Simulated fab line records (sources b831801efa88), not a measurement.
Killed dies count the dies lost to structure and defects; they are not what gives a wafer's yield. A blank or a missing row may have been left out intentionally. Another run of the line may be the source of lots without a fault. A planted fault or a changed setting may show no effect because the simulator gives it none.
Struck lot and sound lot, side by side || flow sky130 || 35 steps out of a route of 708
Sound: wafers L475.1, L475.3, L475.4. Wafers struck: L483.1, L483.3, L483.4. At the end, the cause is stated.
Each step with rows lists, per side, the tool, then ch with its chambers, then its first start. Under that, the readings that differ: sound wafers || struck wafers || difference of the means || sigmas: that difference in standard deviations of wafers without a fault.
alike: same words and numbers on both sides, and readings whose means sit less than 2 such deviations apart. not compared: any withheld reading, any reading some wafer has no value for, any bound like >300 that may hide the same value, and any number with overlapping values for which the record gives no deviation.
Wherever a step has rows on one side only, a row that says differs or no value, or a row with sigmas, the two part there. When numbers do not overlap yet have no deviation, they are printed without sigmas and do not part them. Lack of a reading on every wafer of one side parts them only where that side has two or more wafers.

first, 10 steps without rows for these wafers: SKY_VIA2_SOFTBAKE_08 (time 90 s); SKY_VIA2_EXPOSE_09 (exposes mask VIM2, target cd 200 nm); SKY_VIA2_PEB_10; SKY_VIA2_DEVELOP_11 (develop time 60 s); SKY_VIA2_ETCH_14 (etches BARC in N2/H2, stops on SiO2, time 45.9 s, target depth 60 nm); SKY_VIA2_ETCH_15 (etches SiO2 in C4F8/O2/Ar, stops on TiN, target depth 546 nm, time 84 s); SKY_VIA2_STRIP_16 (strips in O2/N2); SKY_VIA2_STRIP_17 (strips in post etch residue remover, time 1200 s); SKY_VIA2_CLEAN_18 (cleans in IPA, time 180 s); SKY_VIA2_CLEAN_19 (cleans in O3/DIW).
SKY_VIA2_SPUTTER_20: material TiN, target thk 20 nm, time 80 s.
  sound on pvd sputter-02, day 38 22:26; struck on pvd sputter-02, day 40 22:58
  alike: throttle valve pct
then, 23 steps without rows for these wafers: SKY_VIA2_CVD_21 (deposits W, target thk 420 nm, time 126.4 s); SKY_VIA2_CMP_24 (polishes, stops on SiO2, t overpolish 20 s, target thk 0 nm); SKY_METAL3_SPUTTER_00 (material Ti, target thk 15 nm, time 10 s); SKY_METAL3_SPUTTER_01 (material TiN, target thk 20 nm, time 16.7 s); SKY_METAL3_SPUTTER_02 (material AlCu, target thk 735 nm, time 39.1 s); SKY_METAL3_SPUTTER_03 (material Ti, target thk 5 nm, time 3.3 s); SKY_METAL3_SPUTTER_04 (material TiN, target thk 70 nm, time 58.3 s); SKY_CAPM_CVD_00 (deposits SiO2, target thk 15.5 nm); SKY_CAPM_SPUTTER_02 (material TiN, target thk 200 nm, time 166.7 s); SKY_CAPM_DEHYDRATE_05 (time 60 s); SKY_CAPM_HMDS_06 (prime time 60 s); SKY_CAPM_COAT_07 (resist thk 1140 nm); SKY_CAPM_SOFTBAKE_08 (time 60 s); SKY_CAPM_EXPOSE_09 (exposes mask CAPM, target cd 1000 nm); SKY_CAPM_PEB_10; SKY_CAPM_DEVELOP_11 (develop time 60 s); SKY_CAPM_METAL_ETCH_13 (etches TiN in Cl2/BCl3, stops on SiO2, target depth 220 nm, time 62.9 s); SKY_CAPM_STRIP_14 (strips in O2/N2); SKY_CAPM_STRIP_15 (strips in post etch residue remover, time 1200 s); SKY_CAPM_CLEAN_16 (cleans in IPA, time 180 s); SKY_CAPM_CLEAN_17 (cleans in O3/DIW); SKY_METAL3_DEHYDRATE_05 (time 60 s); SKY_METAL3_HMDS_06 (prime time 60 s).
-- the record jumps here: 8 days lie between the struck wafers' starts before and after (it left off in module METAL3 and takes up again in module PAD_OPEN, whose first step shown is number 708 of the route) --
SKY_PAD_OPEN_PROBE_99:
  sound on prober-01, day 47 19:01; struck on prober-01, day 49 09:19
{"reading": "defect limited yield (%)", "sound": "83.9 86.2 81.7", "struck": "76.4 73.6 70.1", "difference": -10.6, "sigmas": -6}
{"reading": "killed_at_M0_to_M3", "sound": "41 41 44", "struck": "86 93 109", "difference": "+54", "sigmas": "+8"}
{"reading": "killed dies", "sound": "79 68 90", "struck": "116 130 147", "difference": "+52", "sigmas": "+6"}
{"reading": "sort_bin_3_pad_short (%)", "sound": "0.4 0.6 1.2", "struck": "2.4 3.5 2.2", "difference": "+2.0", "sigmas": "+5"}
{"reading": "sort_bin_5_function (%)", "sound": "11.2 8.3 10.2", "struck": "13.8 17.1 19.7", "difference": "+7.0", "sigmas": "+5"}
{"reading": "sort n pass", "sound": "413 424 402", "struck": "376 362 345", "difference": -52, "sigmas": -6}
{"reading": "sort yield pct (%)", "sound": "83.9 86.2 81.7", "struck": "76.4 73.6 70.1", "difference": -10.6, "sigmas": -6}
{"reading": "model.etest.tester.sort n pass", "sound": "413 424 402", "struck": "376 362 345", "difference": -52, "sigmas": ""}
{"reading": "model.etest.tester.sort yield pct (%)", "sound": "83.94 86.18 81.71", "struck": "76.42 73.58 70.12", "difference": -10.57, "sigmas": ""}
{"reading": "model.etest.tester.sort_bin_5_pct (%)", "sound": "11.18 8.333 10.16", "struck": "13.82 17.07 19.72", "difference": "+6.98", "sigmas": ""}
{"reading": "model.etest.tester.sort_bin_3_pct (%)", "sound": "0.4065 0.6098 1.22", "struck": "2.439 3.455 2.236", "difference": "+1.965", "sigmas": ""}
  alike: killed_at_M4_up, killed at contacts, killed at front end, killed at other, killed open, killed short, sort_bin_6_memory

## WHERE THEY PART
Within this record, at SKY_PAD_OPEN_PROBE_99 only.

WHY: what had been put in by the simulator
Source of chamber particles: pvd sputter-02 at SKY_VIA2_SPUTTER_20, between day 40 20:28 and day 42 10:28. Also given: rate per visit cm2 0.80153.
